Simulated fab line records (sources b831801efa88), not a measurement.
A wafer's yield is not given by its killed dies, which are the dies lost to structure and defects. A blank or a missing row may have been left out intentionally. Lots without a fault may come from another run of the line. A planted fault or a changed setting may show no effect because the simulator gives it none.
Matching of chambers / flow sky130 / 4 sister chambers for SKY_VIA2_CMP_02 on cmp-02
The step polishes SiO2. 27 wafers are shown with their chamber, then 12 later ones without.

== WAFERS, EACH WITH ITS CHAMBER ==
wafer=L075.1; chamber=1; motor-current-A (A)=11.0; slurry-flow-ml-min=149.5; slurry-filter-dp-kPa (kPa)=13.13
wafer=L075.3; chamber=2; motor-current-A (A)=13.3; slurry-flow-ml-min=150.7; slurry-filter-dp-kPa (kPa)=13.41
wafer=L075.4; chamber=0; motor-current-A (A)=11.2; slurry-flow-ml-min=149.2; slurry-filter-dp-kPa (kPa)=13.67
wafer=L077.4; chamber=0; motor-current-A (A)=10.5; slurry-flow-ml-min=149.7; slurry-filter-dp-kPa (kPa)=13.40
wafer=L077.5; chamber=3; motor-current-A (A)=13.3; slurry-flow-ml-min=150.0; slurry-filter-dp-kPa (kPa)=13.39
wafer=L077.6; chamber=0; motor-current-A (A)=10.2; slurry-flow-ml-min=150.1; slurry-filter-dp-kPa (kPa)=13.34
wafer=L078.4; chamber=3; motor-current-A (A)=12.6; slurry-flow-ml-min=149.5; slurry-filter-dp-kPa (kPa)=13.61
wafer=L078.5; chamber=1; motor-current-A (A)=11.1; slurry-flow-ml-min=149.6; slurry-filter-dp-kPa (kPa)=13.23
wafer=L078.6; chamber=0; motor-current-A (A)=11.0; slurry-flow-ml-min=150.2; slurry-filter-dp-kPa (kPa)=13.38
wafer=L079.1; chamber=2; motor-current-A (A)=13.8; slurry-flow-ml-min=150.7; slurry-filter-dp-kPa (kPa)=13.43
wafer=L079.3; chamber=3; motor-current-A (A)=13.3; slurry-flow-ml-min=149.2; slurry-filter-dp-kPa (kPa)=13.59
wafer=L079.5; chamber=2; motor-current-A (A)=13.7; slurry-flow-ml-min=149.9; slurry-filter-dp-kPa (kPa)=13.28
wafer=L081.2; chamber=3; motor-current-A (A)=12.8; slurry-flow-ml-min=150.7; slurry-filter-dp-kPa (kPa)=13.37
wafer=L081.4; chamber=2; motor-current-A (A)=13.7; slurry-flow-ml-min=150.3; slurry-filter-dp-kPa (kPa)=13.26
wafer=L081.6; chamber=2; motor-current-A (A)=13.4; slurry-flow-ml-min=150.4; slurry-filter-dp-kPa (kPa)=13.33
wafer=L083.3; chamber=3; motor-current-A (A)=12.5; slurry-flow-ml-min=149.5; slurry-filter-dp-kPa (kPa)=13.56
wafer=L083.5; chamber=3; motor-current-A (A)=13.4; slurry-flow-ml-min=150.7; slurry-filter-dp-kPa (kPa)=13.44
wafer=L083.6; chamber=2; motor-current-A (A)=13.8; slurry-flow-ml-min=149.7; slurry-filter-dp-kPa (kPa)=13.40
wafer=L086.1; chamber=1; motor-current-A (A)=11.2; slurry-flow-ml-min=149.1; slurry-filter-dp-kPa (kPa)=13.70
wafer=L086.3; chamber=2; motor-current-A (A)=14.4; slurry-flow-ml-min=149.5; slurry-filter-dp-kPa (kPa)=13.53
wafer=L086.6; chamber=1; motor-current-A (A)=11.3; slurry-flow-ml-min=149.7; slurry-filter-dp-kPa (kPa)=13.36
wafer=L087.1; chamber=3; motor-current-A (A)=13.4; slurry-flow-ml-min=149.7; slurry-filter-dp-kPa (kPa)=13.60
wafer=L087.2; chamber=1; motor-current-A (A)=11.1; slurry-flow-ml-min=150.3; slurry-filter-dp-kPa (kPa)=13.72
wafer=L087.4; chamber=2; motor-current-A (A)=13.4; slurry-flow-ml-min=150.3; slurry-filter-dp-kPa (kPa)=13.49
wafer=L090.3; chamber=0; motor-current-A (A)=10.6; slurry-flow-ml-min=150.5; slurry-filter-dp-kPa (kPa)=13.49
wafer=L090.4; chamber=3; motor-current-A (A)=13.3; slurry-flow-ml-min=149.6; slurry-filter-dp-kPa (kPa)=13.40
wafer=L090.6; chamber=2; motor-current-A (A)=13.8; slurry-flow-ml-min=150.7; slurry-filter-dp-kPa (kPa)=13.49

SIGNATURES (means of the wafers above)
reading=motor-current-A; chamber 0=10.700; chamber 1=11.140; chamber 2=13.700; chamber 3=13.075; scatter within a chamber=0.333
reading=slurry-flow-ml-min; chamber 0=149.940; chamber 1=149.640; chamber 2=150.244; chamber 3=149.862; scatter within a chamber=0.494
reading=slurry-filter-dp-kPa; chamber 0=13.4560; chamber 1=13.4280; chamber 2=13.4022; chamber 3=13.4950; scatter within a chamber=0.149
Rule: a wafer's distance from a chamber is the root of the sum, over the readings, of the square of ((its reading less the chamber's mean) divided by the reading's scatter). If the next closest chamber is less than 2 further off than the closest, the wafer can't be placed; otherwise it belongs to the closest. The scatter: the root of (the sum of the squares of (reading less its chamber's mean) over the shown wafers, divided by (wafers less chambers)).

== WAFERS WHOSE CHAMBER IS MISSING ==
wafer=L091.3; motor-current-A (A)=12.8; slurry-flow-ml-min=150.5; slurry-filter-dp-kPa (kPa)=13.39
wafer=L091.4; motor-current-A (A)=11.0; slurry-flow-ml-min=149.6; slurry-filter-dp-kPa (kPa)=13.62
wafer=L091.6; motor-current-A (A)=13.4; slurry-flow-ml-min=149.5; slurry-filter-dp-kPa (kPa)=13.51
wafer=L092.1; motor-current-A (A)=10.3; slurry-flow-ml-min=150.2; slurry-filter-dp-kPa (kPa)=13.43
wafer=L092.5; motor-current-A (A)=13.0; slurry-flow-ml-min=149.4; slurry-filter-dp-kPa (kPa)=13.18
wafer=L092.6; motor-current-A (A)=10.1; slurry-flow-ml-min=149.7; slurry-filter-dp-kPa (kPa)=13.68
wafer=L094.3; motor-current-A (A)=13.3; slurry-flow-ml-min=150.0; slurry-filter-dp-kPa (kPa)=13.68
wafer=L094.5; motor-current-A (A)=10.3; slurry-flow-ml-min=151.0; slurry-filter-dp-kPa (kPa)=13.40
wafer=L094.6; motor-current-A (A)=13.4; slurry-flow-ml-min=149.4; slurry-filter-dp-kPa (kPa)=13.28
wafer=L097.1; motor-current-A (A)=13.4; slurry-flow-ml-min=149.9; slurry-filter-dp-kPa (kPa)=13.62
wafer=L097.3; motor-current-A (A)=11.6; slurry-flow-ml-min=150.2; slurry-filter-dp-kPa (kPa)=13.36
wafer=L097.5; motor-current-A (A)=12.4; slurry-flow-ml-min=149.9; slurry-filter-dp-kPa (kPa)=13.45

== CHAMBER TAKEN BY EACH ==
wafer=L091.3; from the rows above=can't be placed: 3 or 2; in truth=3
wafer=L091.4; from the rows above=can't be placed: 1 or 0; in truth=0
wafer=L091.6; from the rows above=can't be placed: 3 or 2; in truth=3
wafer=L092.1; from the rows above=can't be placed: 0 or 1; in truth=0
wafer=L092.5; from the rows above=can't be placed: 3 or 2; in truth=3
wafer=L092.6; from the rows above=can't be placed: 0 or 1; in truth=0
wafer=L094.3; from the rows above=can't be placed: 3 or 2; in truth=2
wafer=L094.5; from the rows above=can't be placed: 0 or 1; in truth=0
wafer=L094.6; from the rows above=can't be placed: 3 or 2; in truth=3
wafer=L097.1; from the rows above=can't be placed: 3 or 2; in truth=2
wafer=L097.3; from the rows above=can't be placed: 1 or 0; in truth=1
wafer=L097.5; from the rows above=can't be placed: 3 or 1 or 2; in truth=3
Correctly placed: 0 of 12. Can't be placed from these rows: 12 (the true chamber is among the candidates in 12). Wrongly placed: 0.
